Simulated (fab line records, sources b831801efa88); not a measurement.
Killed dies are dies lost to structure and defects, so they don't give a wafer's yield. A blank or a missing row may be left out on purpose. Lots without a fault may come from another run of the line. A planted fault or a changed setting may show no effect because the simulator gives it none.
Chamber matching | flow sky130 | SKY_CONTACT_CMP_27 on cmp-02: 4 sister chambers
The step polishes, stops on SiO2, t overpolish 15 s, target thk 0 nm. 4 wafers are shown with their chamber, then 8 later ones without.

WAFERS WITH THEIR CHAMBER
wafer  | chamber | motor_current_A (A)
L175.4 | 3       | 12.8
L186.2 | 0       | 13.2
L186.4 | 1       | 11.9
L190.3 | 2       | 12.9

WAFERS WITHOUT THEIR CHAMBER
wafer  | motor_current_A (A)
L190.4 | 13.4
L190.6 | 12.9
L191.1 | 12.8
L191.5 | 12.7
L191.6 | 12.7
L194.3 | 12.9
L194.5 | 12.1
L194.6 | 12.6

WHICH CHAMBER EACH WENT THROUGH
wafer  | from the rows above     | in truth
L190.4 | 0                       | 0
L190.6 | can't be placed: 2 or 3 | 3
L191.1 | can't be placed: 3 or 2 | 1
L191.5 | can't be placed: 3 or 2 | 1
L191.6 | can't be placed: 3 or 2 | 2
L194.3 | can't be placed: 2 or 3 | 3
L194.5 | 1                       | 1
L194.6 | can't be placed: 3 or 2 | 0
Placed correctly: 2 of 8. Can't be placed from these rows: 6 (the true chamber is among the candidates in 3). Placed wrongly: 0.
How it was worked out, from the rows above alone: a wafer's distance from a chamber is the root of the sum, over the readings, of the square of ((its reading less the chamber's mean) divided by the reading's scatter). The wafer belongs to the nearest chamber; if the next one is less than 2 further off, it can't be placed. A chamber's mean is the mean of its shown wafers. The scatter: with one shown wafer a chamber, the root of the mean of the squares of how far each hidden wafer lies from its nearest shown one.
